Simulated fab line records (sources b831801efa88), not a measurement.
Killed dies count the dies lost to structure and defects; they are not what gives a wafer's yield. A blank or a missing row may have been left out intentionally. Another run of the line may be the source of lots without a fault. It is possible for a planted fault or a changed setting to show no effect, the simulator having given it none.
Chamber matching | flow gf180mcu | GF_V3_CVD_02 on pecvd-03: 3 sister chambers
The step deposits SiO2 from TEOS, target thk 850 nm, time 94.851 s. 18 wafers are shown with their chamber, then 9 later ones without.

WAFERS WITH THEIR CHAMBER
wafer  | chamber | heater power w (W)
L172.2 | 1       | 682
L172.3 | 0       | 561
L172.4 | 2       | 822
L175.2 | 2       | 856
L175.5 | 0       | 629
L175.6 | 1       | 696
L176.1 | 0       | 591
L176.3 | 1       | 670
L176.4 | 0       | 633
L177.1 | 0       | 517
L177.3 | 2       | 857
L177.4 | 0       | 563
L180.2 | 0       | 578
L180.4 | 2       | 670
L180.6 | 0       | 611
L181.2 | 2       | 718
L181.3 | 0       | 550
L181.6 | 1       | 679

SIGNATURES (averages over the wafers above)
reading        | chamber 0 | chamber 1 | chamber 2 | scatter within a chamber
heater power w | 581.44    | 681.75    | 784.60    | 52.6
Rule: for each reading, subtract the chamber's mean from the wafer's reading, divide by that reading's scatter and square the result; add these up over the readings and take the root, which gives the wafer's distance from the chamber. If the next closest chamber is less than 2 further off than the closest, the wafer can't be placed; otherwise it belongs to the closest. How the scatter is found: for the shown wafers, subtract from each reading the mean of its chamber, square and add these, divide the total by (wafers less chambers), then take the root.

WAFERS MISSING THEIR CHAMBER
wafer  | heater power w (W)
L182.4 | 668
L182.5 | 587
L182.6 | 860
L187.1 | 788
L187.6 | 818
L188.1 | 827
L188.4 | 631
L189.3 | 596
L189.4 | 631

CHAMBER TAKEN BY EACH
wafer  | from the rows above          | in truth
L182.4 | can't be placed: 1 or 0 or 2 | 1
L182.5 | can't be placed: 0 or 1      | 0
L182.6 | can't be placed: 2 or 1      | 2
L187.1 | can't be placed: 2 or 1      | 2
L187.6 | can't be placed: 2 or 1      | 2
L188.1 | can't be placed: 2 or 1      | 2
L188.4 | can't be placed: 0 or 1 or 2 | 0
L189.3 | can't be placed: 0 or 1      | 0
L189.4 | can't be placed: 0 or 1 or 2 | 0
Placed correctly: 0 of 9. Cannot be placed on the basis of these rows: 9; the candidates contain the true chamber in 9. Wrongly placed: 0.
